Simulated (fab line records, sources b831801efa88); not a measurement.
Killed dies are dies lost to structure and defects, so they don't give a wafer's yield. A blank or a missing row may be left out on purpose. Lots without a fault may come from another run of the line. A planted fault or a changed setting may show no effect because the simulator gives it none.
Split-lot experiment | flow sky130 | 5 lots, 23 wafers read, on a route of 708 steps

THE SPLIT
At SKY_SALICIDE_CLEAN_00 (cleans in HF-last, time 30 s), the setting time_s was moved away from the recipe's 30 s on 15 of the 23 wafers read, by +12.1% to +13.9%. The other wafers ran this setting at the recipe's value.

The reading is taken at the split's own step.

THE READING
Si3N4_of_SPACER_CVD_00.thk_nm (the simulator's own value, which no gauge read), in nm, at SKY_SALICIDE_CLEAN_00 (cleans in HF-last, time 30 s). The file gives no usual value for it. The 8 wafers here that ran the recipe average 41.11 nm, standard deviation 0.65 nm.

wafer  | tool, chamber at the split | time_s as run, s | against the recipe | Si3N4_of_SPACER_CVD_00.thk_nm, nm | against lot-mates on the recipe
L077.1 | -, -                       | 34.18            | +13.9%             | 43.82                             | no lot-mate on the recipe
L077.2 | -, -                       | 34.18            | +13.9%             | 43.67                             | no lot-mate on the recipe
L077.3 | -, -                       | 34.18            | +13.9%             | 43.59                             | no lot-mate on the recipe
L077.4 | -, -                       | 34.18            | +13.9%             | 43.86                             | no lot-mate on the recipe
L077.6 | -, -                       | 34.18            | +13.9%             | 43.87                             | no lot-mate on the recipe
L074.1 | wet_bench-03, 3            | 30               | recipe             | 42.13                             | -
L074.4 | wet_bench-03, 3            | 30               | recipe             | 42.08                             | -
L074.5 | wet_bench-03, 3            | 30               | recipe             | 41.54                             | -
L078.1 | -, -                       | 33.62            | +12.1%             | 43.44                             | no lot-mate on the recipe
L078.2 | -, -                       | 33.62            | +12.1%             | 43.45                             | no lot-mate on the recipe
L078.3 | -, -                       | 33.62            | +12.1%             | 43.45                             | no lot-mate on the recipe
L078.4 | -, -                       | 33.62            | +12.1%             | 43.46                             | no lot-mate on the recipe
L078.5 | -, -                       | 33.62            | +12.1%             | 43.19                             | no lot-mate on the recipe
L082.1 | -, -                       | 33.68            | +12.3%             | 42.44                             | no lot-mate on the recipe
L082.2 | -, -                       | 33.68            | +12.3%             | 42.29                             | no lot-mate on the recipe
L082.3 | -, -                       | 33.68            | +12.3%             | 42.3                              | no lot-mate on the recipe
L082.4 | -, -                       | 33.68            | +12.3%             | 42.35                             | no lot-mate on the recipe
L082.5 | -, -                       | 33.68            | +12.3%             | 42.19                             | no lot-mate on the recipe
L083.1 | -, -                       | 30               | recipe             | 40.75                             | -
L083.2 | -, -                       | 30               | recipe             | 40.72                             | -
L083.4 | -, -                       | 30               | recipe             | 40.64                             | -
L083.5 | -, -                       | 30               | recipe             | 40.43                             | -
L083.6 | -, -                       | 30               | recipe             | 40.62                             | -

THE FIT
A straight line over all 23 wafers: Si3N4_of_SPACER_CVD_00.thk_nm changes by +0.164 nm for each +1% of time_s; r = +0.86; the points scatter about the line by 0.61 nm.
Too few moved wafers have a lot-mate on the recipe to fit a line with each lot's own level taken away.

THE FILE'S OWN FIT
Si3N4_of_SPACER_CVD_00.thk_nm changes by +0.164 nm for each +1% of time_s, r = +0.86.
